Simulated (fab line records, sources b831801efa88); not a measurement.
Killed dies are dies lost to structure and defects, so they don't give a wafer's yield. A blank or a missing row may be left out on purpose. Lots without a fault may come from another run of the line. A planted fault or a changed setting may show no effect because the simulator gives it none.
Which tool did it? | flow gf180mcu | 24 lots, 72 wafers sampled, at 1 step of a route of 602

WHAT THE GAUGES READ, wafer by wafer
GF_V1_THK_MEAS_03.
lot  | measured     | on            | V1_CVD_02_THK (nm)
L074 | day 17 05:53 | film_metro-02 | 843 841 852
L075 | day 17 17:08 | film_metro-03 | 829 849 855
L076 | day 17 18:23 | film_metro-04 | 825 840 844
L077 | day 18 04:13 | film_metro-02 | 853 852 855
L078 | day 18 15:27 | film_metro-03 | 842 849 849
L079 | day 19 04:10 | film_metro-04 | 849 865 864
L080 | day 19 12:28 | film_metro-02 | 835 841 852
L081 | day 19 18:28 | film_metro-04 | 856 867 863
L082 | day 20 07:42 | film_metro-04 | 840 844 844
L083 | day 20 13:35 | film_metro-04 | 838 842 849
L084 | day 20 22:41 | film_metro-04 | 829 838 843
L085 | day 21 03:04 | film_metro-02 | 838 837 855
L086 | day 21 17:04 | film_metro-03 | 833 840 849
L087 | day 21 20:00 | film_metro-03 | 835 830 846
L088 | day 22 16:57 | film_metro-02 | 823 828 846
L089 | day 22 18:16 | film_metro-04 | 848 861 854
L090 | day 23 03:16 | film_metro-02 | 839 843 855
L091 | day 23 06:39 | film_metro-02 | 833 849 846
L092 | day 23 11:16 | film_metro-04 | 839 839 861
L093 | day 23 21:05 | film_metro-02 | 835 853 846
L094 | day 24 07:50 | film_metro-03 | 840 844 845
L095 | day 24 13:54 | film_metro-03 | 835 844 863
L096 | day 24 18:09 | film_metro-03 | 850 843 848
L097 | day 25 03:07 | film_metro-04 | 831 822 845

WHICH TOOL RAN EACH LOT (tool, then ch and the chambers of the sampled wafers, then the start)
The record holds no process step before these readings.

WHAT THE TOOLS THEMSELVES READ (means of the sampled wafers that have a number; where no wafer has one, the mark that the record gives instead)
The record holds no such reading with a usual standard deviation.

THE ANSWER, worked out from the rows above alone
Rule: what is usual is taken from the lots themselves. Put in order of their means at a reading, lots are off if they are a third of the lots or fewer, leave a main group of 4 or more, and stand apart from it by a gap of 3 or more times the standard deviation of the main group's means; of several such gaps the widest counts. A main group whose means are all the same, to the digits that the tables above print for the reading, isn't used. A lot without any number at a reading at which 4 lots or more have one is off too. The other lots that the step has rows for count as sound. The gauges are gone through in route order, then the tools' own readings, and for those a lot's mean is taken as printed above. The first step at which some lot is off is used, and at that step the reading that is off furthest; a lot without a number counts as furthest.
No lot is off at any reading shown: from this, nothing can be told.

WHAT THE SIMULATOR HAD PUT IN
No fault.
